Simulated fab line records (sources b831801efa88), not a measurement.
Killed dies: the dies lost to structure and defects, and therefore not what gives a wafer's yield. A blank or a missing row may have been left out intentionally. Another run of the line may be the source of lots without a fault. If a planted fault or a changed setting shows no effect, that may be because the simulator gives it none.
fab line records | flow sky130
record lots=14 | wafers=42 | last-day=50
route steps=708 shown METAL4@600 CAP2M@606 VIA4@650
lots that met no fault: taken from a fault-free run of the same line
start-h: start of the lot's first displayed wafer, in hours after the record's first day | wait-h: how many hours have passed since the lot's step before this one | " unchanged from the row above | L1.1+2: several wafers, shown together as one row | - either no value or no given start | * or withheld: withheld | < > ~ a bound
route shown NAME@n: NAME is a module with steps in the file, n the number in the route of the first one | usual: mean/standard deviation of fault-free wafers | same: alike in all rows | chamber/n: place in a boat | sites: per-site readings | _std_site: their standard deviation | _edge_site: mean of outer sites minus mean of inner sites | radius-mm: for every site, how far away it sits from the centre of the wafer | mask NAME#n: copy n | behind: the tool/chamber that last shaped the wafer | hold: why the lot was held/for how many hours/how that ended | device: the transistor (n, p or np) that didn't switch | end of line: the route-end tests of the same wafers | step lacking rows: just its recipe | killed: the dies lost at the first sort to structure and to defects; this is not the yield of the wafer | map: dies across one wafer; x = killed, . = not, _ = none there
set.NAME: the setting the step ran with; set.NAME@STEP: the setting that earlier step ran with | model.NAME: the simulator's own value behind a step, which no gauge read
steps of the route over a sample of lots; a table a step, a row a wafer
services: when a tool's chamber went out of use (start-h, in hours from the record's first day, below 0 if earlier), for how many hours, and the reason
## steps
# step SKY_METAL4_SPUTTER_02
# recipe material=AlCu | target-thk-nm=735 | power-w=10600 | time-s=39.1 | chamber-pressure-pa=0.4
# usual throttle-valve-pct=30.3/0.72
lot.wafer | tool           | chamber | start-h | wait-h | throttle-valve-pct
L227.4    | pvd-sputter-03 | -       | 943.05  | 0.0    | 30.1
L227.5    | "              | -       | "       | "      | 29.6
L227.6    | "              | -       | "       | "      | 30.2
L226.2    | pvd-sputter-03 | -       | 946.64  | 0.0    | 30.0
L226.3    | "              | -       | "       | "      | 29.6
L226.4    | "              | -       | "       | "      | 30.9
L228.1    | pvd-sputter-03 | -       | 956.40  | 0.0    | 29.5
L228.2    | "              | -       | "       | "      | 31.0
L228.4    | "              | -       | "       | "      | 30.2
L232.1    | pvd-sputter-04 | -       | 980.53  | 0.0    | 31.7
L232.3    | "              | -       | "       | "      | 29.9
L232.6    | "              | -       | "       | "      | 30.1
L233.4    | pvd-sputter-03 | -       | 982.33  | 0.0    | 30.1
L233.5    | "              | -       | "       | "      | 31.0
L233.6    | "              | -       | "       | "      | 30.5
L234.4    | pvd-sputter-04 | -       | 990.49  | 0.0    | 29.9
L234.5    | "              | -       | "       | "      | 31.5
L234.6    | "              | -       | "       | "      | 29.4
L235.1    | pvd-sputter-04 | -       | 996.74  | 0.0    | 31.6
L235.2    | "              | -       | "       | "      | 29.3
L235.3    | "              | -       | "       | "      | 30.0
L236.3    | pvd-sputter-03 | -       | 1001.78 | 0.0    | 30.4
L236.5    | "              | -       | "       | "      | 29.6
L236.6    | "              | -       | "       | "      | 30.9
L237.1    | pvd-sputter-04 | -       | 1010.97 | 0.0    | 29.2
L237.2    | "              | -       | "       | "      | 29.9
L237.5    | "              | -       | "       | "      | 31.5
L238.1    | pvd-sputter-04 | -       | 1015.84 | 0.0    | 30.0
L238.2    | "              | -       | "       | "      | 29.3
L238.5    | "              | -       | "       | "      | 29.8
L239.3    | pvd-sputter-03 | -       | 1022.50 | 0.0    | 30.0
L239.4    | "              | -       | "       | "      | 30.1
L239.6    | "              | -       | "       | "      | 30.1
L240.2    | pvd-sputter-03 | -       | 1033.99 | 0.0    | 30.2
L240.4    | "              | -       | "       | "      | 30.1
L240.6    | "              | -       | "       | "      | 29.8
L244.1    | pvd-sputter-04 | -       | 1058.44 | 0.0    | 30.1
L244.4    | "              | -       | "       | "      | 30.2
L244.5    | "              | -       | "       | "      | 31.8
L248.1    | pvd-sputter-04 | -       | 1083.87 | 0.0    | 29.3
L248.2    | "              | -       | "       | "      | 30.1
L248.3    | "              | -       | "       | "      | 31.8
# step SKY_CAP2M_RS_MEAS_03
# recipe thk-meas-gauge=four-point-probe | reads=TiN_of_CAP2M_SPUTTER_02
# usual CAP2M_TIN_RS=6.90/0.068
lot.wafer | tool          | chamber | start-h | wait-h | CAP2M_TIN_RS[ohm/sq]
L227.4    | film-metro-01 | -       | 943.41  | 0.1    | 6.92
L227.5    | "             | -       | "       | "      | 6.91
L227.6    | "             | -       | "       | "      | 6.97
L226.2    | film-metro-02 | -       | 946.95  | 0.1    | 6.80
L226.3    | "             | -       | "       | "      | 6.82
L226.4    | "             | -       | "       | "      | 6.82
L228.1    | film-metro-04 | -       | 956.70  | 0.1    | 6.85
L228.2    | "             | -       | "       | "      | 6.79
L228.4    | "             | -       | "       | "      | 6.87
L232.1    | film-metro-04 | -       | 980.82  | 0.1    | 6.87
L232.3    | "             | -       | "       | "      | 6.86
L232.6    | "             | -       | "       | "      | 6.90
L233.4    | film-metro-02 | -       | 982.68  | 0.1    | 6.91
L233.5    | "             | -       | "       | "      | 6.87
L233.6    | "             | -       | "       | "      | 6.93
L234.4    | film-metro-04 | -       | 990.84  | 0.1    | 6.87
L234.5    | "             | -       | "       | "      | 6.92
L234.6    | "             | -       | "       | "      | 6.84
L235.1    | film-metro-04 | -       | 997.03  | 0.1    | 6.85
L235.2    | "             | -       | "       | "      | 6.92
L235.3    | "             | -       | "       | "      | 6.94
L236.3    | film-metro-01 | -       | 1002.13 | 0.1    | 6.92
L236.5    | "             | -       | "       | "      | 6.87
L236.6    | "             | -       | "       | "      | 6.93
L237.1    | film-metro-01 | -       | 1011.27 | 0.1    | 6.92
L237.2    | "             | -       | "       | "      | 6.88
L237.5    | "             | -       | "       | "      | 6.92
L238.1    | film-metro-02 | -       | 1016.15 | 0.1    | 6.96
L238.2    | "             | -       | "       | "      | 6.93
L238.5    | "             | -       | "       | "      | 6.95
L239.3    | film-metro-01 | -       | 1022.84 | 0.1    | 6.81
L239.4    | "             | -       | "       | "      | 6.85
L239.6    | "             | -       | "       | "      | 6.81
L240.2    | film-metro-04 | -       | 1034.30 | 0.1    | 7.01
L240.4    | "             | -       | "       | "      | 6.90
L240.6    | "             | -       | "       | "      | 6.91
L244.1    | film-metro-04 | -       | 1058.74 | 0.1    | 6.93
L244.4    | "             | -       | "       | "      | 6.93
L244.5    | "             | -       | "       | "      | 6.94
L248.1    | film-metro-04 | -       | 1084.17 | 0.1    | 6.97
L248.2    | "             | -       | "       | "      | 7.01
L248.3    | "             | -       | "       | "      | 6.98
# step SKY_CAP2M_METAL_ETCH_13
# recipe target-depth-nm=220 | stop-on=SiO2 | chemistry=Cl2/BCl3 | target=TiN | pressure-mtorr=10 | icp-w=900 | bias-w=48.5 | Cl2_flow_sccm=60 | bcl3-flow-sccm=30 | time-s=62.9
# usual drypump-motor-current-A=5.7/0.51 | oes-product-au=0.942/0.0071 | throttle-valve-pct=21.902/0.01
lot.wafer | tool         | chamber | start-h | wait-h | drypump-motor-current-A | oes-product-au | rf-hours-counter-h | throttle-valve-pct
L227.4    | rie-metal-04 | 0       | 967.25  | 0.0    | 6.4                     | 0.943          | -                  | 21.900
L227.5    | "            | 0       | "       | "      | 6.4                     | 0.944          | -                  | 21.897
L227.6    | "            | 1       | "       | "      | 5.3                     | 0.934          | -                  | 21.916
L226.2    | rie-metal-04 | 0       | 970.96  | 0.0    | 6.4                     | 0.950          | 6                  | 21.890
L226.3    | "            | 1       | "       | "      | 5.3                     | 0.946          | -                  | 21.903
L226.4    | "            | 0       | "       | "      | 6.3                     | 0.948          | -                  | 21.905
L228.1    | rie-metal-03 | 1       | 980.21  | 0.0    | 5.7                     | 0.950          | 8                  | 21.901
L228.2    | "            | 0       | "       | "      | 5.4                     | 0.961          | 2                  | 21.889
L228.4    | "            | 0       | "       | "      | 5.5                     | 0.939          | -                  | 21.907
L232.1    | rie-metal-02 | 0       | 1004.52 | 0.0    | 6.4                     | 0.941          | 2                  | 21.925
L232.3    | "            | 0       | "       | "      | 6.4                     | 0.945          | -                  | 21.893
L232.6    | "            | 0       | "       | "      | 6.4                     | 0.944          | -                  | 21.890
L233.4    | rie-metal-04 | 1       | 1006.03 | 0.0    | 5.3                     | 0.938          | -                  | 21.906
L233.5    | "            | 0       | "       | "      | 6.4                     | 0.947          | -                  | 21.902
L233.6    | "            | 1       | "       | "      | 5.3                     | 0.938          | -                  | 21.911
L234.4    | rie-metal-02 | 0       | 1013.88 | 0.0    | 6.3                     | 0.946          | -                  | 21.902
L234.5    | "            | 1       | "       | "      | 5.2                     | 0.931          | -                  | 21.910
L234.6    | "            | 0       | "       | "      | 6.3                     | 0.947          | -                  | 21.892
L235.1    | rie-metal-03 | 0       | 1019.90 | 0.0    | 5.5                     | 0.944          | 4                  | 21.905
L235.2    | "            | 1       | "       | "      | 5.7                     | 0.942          | 10                 | 21.910
L235.3    | "            | 0       | "       | "      | 5.5                     | 0.934          | -                  | 21.911
L236.3    | rie-metal-02 | 0       | 1024.88 | 0.0    | 6.4                     | 0.947          | -                  | 21.912
L236.5    | "            | 0       | "       | "      | 6.4                     | 0.943          | -                  | 21.899
L236.6    | "            | 1       | "       | "      | 5.1                     | 0.939          | -                  | 21.904
L237.1    | rie-metal-02 | 1       | 1034.17 | 0.0    | 5.1                     | 0.948          | 8                  | 21.904
L237.2    | "            | 0       | "       | "      | 6.4                     | 0.945          | 4                  | 21.911
L237.5    | "            | 0       | "       | "      | 6.4                     | 0.939          | -                  | 21.885
L238.1    | rie-metal-03 | 0       | 1038.11 | 0.0    | 5.5                     | 0.940          | 5                  | 21.901
L238.2    | "            | 1       | "       | "      | 5.7                     | 0.934          | 12                 | 21.911
L238.5    | "            | 0       | "       | "      | 5.5                     | 0.944          | -                  | 21.912
L239.3    | rie-metal-02 | 0       | 1044.75 | 0.0    | 6.3                     | 0.950          | -                  | 21.894
L239.4    | "            | 1       | "       | "      | 5.2                     | 0.939          | -                  | 21.903
L239.6    | "            | 0       | "       | "      | 6.4                     | 0.955          | -                  | 21.891
L240.2    | rie-metal-04 | 1       | 1056.46 | 0.0    | 5.3                     | 0.927          | 14                 | 21.914
L240.4    | "            | 0       | "       | "      | 6.4                     | 0.953          | -                  | 21.886
L240.6    | "            | 1       | "       | "      | 5.3                     | 0.942          | -                  | 21.896
L244.1    | rie-metal-02 | 1       | 1079.92 | 0.0    | 5.2                     | 0.938          | 10                 | 21.902
L244.4    | "            | 0       | "       | "      | 6.4                     | 0.943          | -                  | 21.904
L244.5    | "            | 1       | "       | "      | 5.2                     | 0.937          | -                  | 21.897
L248.1    | rie-metal-02 | 1       | 1105.56 | 0.0    | 5.2                     | 0.936          | 13                 | 21.901
L248.2    | "            | 1       | "       | "      | 5.2                     | 0.935          | -                  | 21.910
L248.3    | "            | 1       | "       | "      | 5.1                     | 0.937          | -                  | 21.908
# step SKY_METAL4_METAL_ETCH_18
# recipe target-depth-a=8450 | stop-on=SiO2 | over-etch-frac=0.3 | time-s=183.1 | chemistry=Cl2/BCl3 | resist-sidewall-deg=88 | pressure-mtorr=10 | icp-w=900 | bias-w=48.5 | Cl2_flow_sccm=60 | bcl3-flow-sccm=30
# usual drypump-motor-current-A=5.7/0.41 | oes-product-au=0.867/0.0056 | throttle-valve-pct=22.265/0.0089
# same over-etch-frac=0.3
lot.wafer | tool         | chamber | start-h | wait-h | drypump-motor-current-A | oes-product-au | rf-hours-counter-h | throttle-valve-pct
L227.4    | rie-metal-04 | 0       | 992.20  | 0.1    | 6.4                     | 0.854          | -                  | 22.255
L227.5    | "            | 1       | "       | "      | 5.3                     | 0.861          | -                  | 22.252
L227.6    | "            | 0       | "       | "      | 6.4                     | 0.866          | -                  | 22.269
L226.2    | rie-metal-04 | 0       | 995.83  | 0.0    | 6.3                     | 0.871          | 7                  | 22.267
L226.3    | "            | 1       | "       | "      | 5.3                     | 0.875          | -                  | 22.256
L226.4    | "            | 0       | "       | "      | 6.4                     | 0.865          | -                  | 22.267
L228.1    | rie-metal-01 | 0       | 1004.49 | 0.0    | 5.3                     | 0.862          | 15                 | 22.279
L228.2    | "            | 1       | "       | "      | 5.7                     | 0.866          | 20                 | 22.273
L228.4    | "            | 0       | "       | "      | 5.2                     | 0.871          | -                  | 22.266
L232.1    | rie-metal-04 | 0       | 1028.18 | 0.0    | 6.3                     | 0.865          | 9                  | 22.276
L232.3    | "            | 1       | "       | "      | 5.3                     | 0.870          | -                  | 22.257
L232.6    | "            | 1       | "       | "      | 5.3                     | 0.872          | -                  | 22.263
L233.4    | rie-metal-03 | 1       | 1028.98 | 0.1    | 5.7                     | 0.864          | -                  | 22.257
L233.5    | "            | 1       | "       | "      | 5.7                     | 0.866          | -                  | 22.259
L233.6    | "            | 0       | "       | "      | 5.4                     | 0.867          | -                  | 22.256
L234.4    | rie-metal-03 | 1       | 1037.39 | 0.1    | 5.8                     | 0.868          | -                  | 22.259
L234.5    | "            | 0       | "       | "      | 5.5                     | 0.875          | -                  | 22.269
L234.6    | "            | 1       | "       | "      | 5.7                     | 0.879          | -                  | 22.269
L235.1    | rie-metal-03 | 1       | 1044.12 | 0.0    | 5.7                     | 0.874          | 12                 | 22.274
L235.2    | "            | 0       | "       | "      | 5.5                     | 0.868          | 5                  | 22.271
L235.3    | "            | 0       | "       | "      | 5.5                     | 0.867          | -                  | 22.261
L236.3    | rie-metal-03 | 1       | 1048.25 | 0.1    | 5.7                     | 0.866          | -                  | 22.254
L236.5    | "            | 0       | "       | "      | 5.5                     | 0.864          | -                  | 22.263
L236.6    | "            | 1       | "       | "      | 5.8                     | 0.863          | -                  | 22.272
L237.1    | rie-metal-04 | 1       | 1057.39 | 0.0    | 5.3                     | 0.876          | 14                 | 22.274
L237.2    | "            | 0       | "       | "      | 6.3                     | 0.864          | 10                 | 22.256
L237.5    | "            | 1       | "       | "      | 5.3                     | 0.865          | -                  | 22.238
L238.1    | rie-metal-01 | 0       | 1060.39 | 0.0    | 5.3                     | 0.869          | 19                 | 22.260
L238.2    | "            | 1       | "       | "      | 5.7                     | 0.865          | 24                 | 22.264
L238.5    | "            | 1       | "       | "      | 5.7                     | 0.867          | -                  | 22.242
L239.3    | rie-metal-01 | 0       | 1067.20 | 0.1    | 5.2                     | 0.872          | -                  | 22.269
L239.4    | "            | 1       | "       | "      | 5.7                     | 0.860          | -                  | 22.264
L239.6    | "            | 1       | "       | "      | 5.7                     | 0.869          | -                  | 22.276
L240.2    | rie-metal-04 | 0       | 1079.24 | 0.0    | 6.3                     | 0.871          | 12                 | 22.270
L240.4    | "            | 0       | "       | "      | 6.3                     | 0.867          | -                  | 22.267
L240.6    | "            | 1       | "       | "      | 5.3                     | 0.867          | -                  | 22.268
L244.1    | rie-metal-04 | 1       | 1102.22 | 0.0    | 5.3                     | 0.977          | 18                 | 22.264
L244.4    | "            | 1       | "       | "      | 5.3                     | 0.979          | -                  | 22.277
L244.5    | "            | 1       | "       | "      | 5.3                     | 0.982          | -                  | 22.277
L248.1    | rie-metal-03 | 1       | 1126.74 | 0.0    | 5.7                     | 0.982          | 18                 | 22.268
L248.2    | "            | 1       | "       | "      | 5.7                     | 0.976          | -                  | 22.259
L248.3    | "            | 1       | "       | "      | 5.7                     | 0.979          | -                  | 22.279
# step SKY_VIA4_OVL_MEAS_11
# usual VIA4_OVL=1.2/1.3
lot.wafer | tool       | chamber | start-h | wait-h | VIA4_OVL[nm]
L227.4    | overlay-02 | -       | 1016.59 | 0.1    | 0.8
L227.5    | "          | -       | "       | "      | 0.9
L227.6    | "          | -       | "       | "      | 1.8
L226.2    | overlay-01 | -       | 1019.88 | 0.1    | 1.4
L226.3    | "          | -       | "       | "      | 2.7
L226.4    | "          | -       | "       | "      | 2.4
L228.1    | overlay-01 | -       | 1027.88 | 0.1    | 0.6
L228.2    | "          | -       | "       | "      | 1.6
L228.4    | "          | -       | "       | "      | 0.2
L232.1    | overlay-01 | -       | 1051.22 | 0.1    | 0.4
L232.3    | "          | -       | "       | "      | 0.1
L232.6    | "          | -       | "       | "      | -1.7
L233.4    | overlay-02 | -       | 1052.05 | 0.1    | 4.5
L233.5    | "          | -       | "       | "      | 2.2
L233.6    | "          | -       | "       | "      | 2.7
L234.4    | overlay-01 | -       | 1059.75 | 0.1    | 0.3
L234.5    | "          | -       | "       | "      | 0.9
L234.6    | "          | -       | "       | "      | 0.9
L235.1    | overlay-01 | -       | 1067.13 | 0.1    | -0.3
L235.2    | "          | -       | "       | "      | -1.2
L235.3    | "          | -       | "       | "      | -2.2
L236.3    | overlay-02 | -       | 1070.88 | 0.1    | -1.1
L236.5    | "          | -       | "       | "      | -0.2
L236.6    | "          | -       | "       | "      | 0.2
L237.1    | overlay-02 | -       | 1080.07 | 0.1    | 1.6
L237.2    | "          | -       | "       | "      | 2.5
L237.5    | "          | -       | "       | "      | 0.0
L238.1    | overlay-02 | -       | 1082.32 | 0.1    | 2.4
L238.2    | "          | -       | "       | "      | 0.7
L238.5    | "          | -       | "       | "      | 1.7
L239.3    | overlay-01 | -       | 1089.28 | 0.1    | 0.7
L239.4    | "          | -       | "       | "      | 1.8
L239.6    | "          | -       | "       | "      | 3.3
L240.2    | overlay-01 | -       | 1101.63 | 0.1    | 0.8
L240.4    | "          | -       | "       | "      | 0.6
L240.6    | "          | -       | "       | "      | 1.6
L244.1    | overlay-02 | -       | 1123.83 | 0.1    | 3.5
L244.5    | "          | -       | "       | "      | 2.2
L248.1    | overlay-02 | -       | 1146.68 | 0.1    | 1.0
L248.2    | "          | -       | "       | "      | 1.4
L248.3    | "          | -       | "       | "      | 3.9
## services
tool           | chamber | start-h | hours | kind
rie-metal-03   | 0       | 921.12  | -     | clean
rie-metal-03   | 0       | 921.12  | 22.3  | scheduled-down
rie-metal-03   | 0       | 921.12  | 22.3  | vent-cycle
rie-metal-02   | 0       | 935.27  | -     | clean
rie-metal-02   | 0       | 935.27  | 32.8  | scheduled-down
rie-metal-02   | 0       | 935.27  | 32.8  | vent-cycle
rie-metal-03   | -       | 959.78  | 0.1   | repair
rie-metal-03   | -       | 988.28  | 4.3   | pm
pvd-sputter-03 | 3       | 990.95  | -     | consumable-replace:kit
pvd-sputter-03 | 3       | 990.95  | 18.0  | scheduled-down
pvd-sputter-03 | 3       | 990.95  | 18.0  | vent-cycle
rie-metal-02   | -       | 1000.08 | 1.2   | repair
pvd-sputter-04 | -       | 1002.12 | 4.5   | repair
pvd-sputter-04 | 2       | 1025.96 | -     | consumable-replace:kit
pvd-sputter-04 | 2       | 1025.96 | 18.0  | scheduled-down
pvd-sputter-04 | 2       | 1025.96 | 18.0  | vent-cycle
rie-metal-04   | -       | 1033.62 | 2.8   | pm
pvd-sputter-03 | 2       | 1090.88 | -     | consumable-replace:kit
pvd-sputter-03 | 2       | 1090.88 | 18.0  | scheduled-down
pvd-sputter-04 | -       | 1093.18 | 4.2   | repair
rie-metal-01   | 1       | 1093.26 | 3.6   | repair
rie-metal-02   | 0       | 1095.10 | 13.4  | repair
rie-metal-03   | -       | 1096.40 | 2.8   | pm
rie-metal-03   | 0       | 1121.30 | 18.7  | repair
## key
first-sign step=SKY_METAL4_METAL_ETCH_18 | reading=oes-product-au | direction=up | sigmas=20 | usual=0.867 | struck=0.979
effect none on later readings
met-at SKY_METAL4_SPUTTER_02
struck-lots L244,L248
later-rows-left-out L244.4
sort-left-out L244.1,L244.4,L244.5,L248.1,L248.2,L248.3
not-acting-at SKY_CAP2M_RS_MEAS_03,SKY_CAP2M_METAL_ETCH_13,SKY_VIA4_OVL_MEAS_11
onset-between 1015.84 1058.44
also-fits time
fault kind=process-parameter-drift | tool=pvd-sputter-04 | chamber=- | onset-h=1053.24 | steps=SKY_METAL4_SPUTTER_02 | channel=time-s | offset=* | shape=step | end-h=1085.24 | acts-in=* | stated=*
# sort-left-out: the simulated sort isn't trusted on such a fault, so these wafers' sort isn't shown, and their yield isn't known
# later-rows-left-out: the simulator's readings of these wafers behind a module that went badly wrong aren't trusted and aren't shown, but for the sort
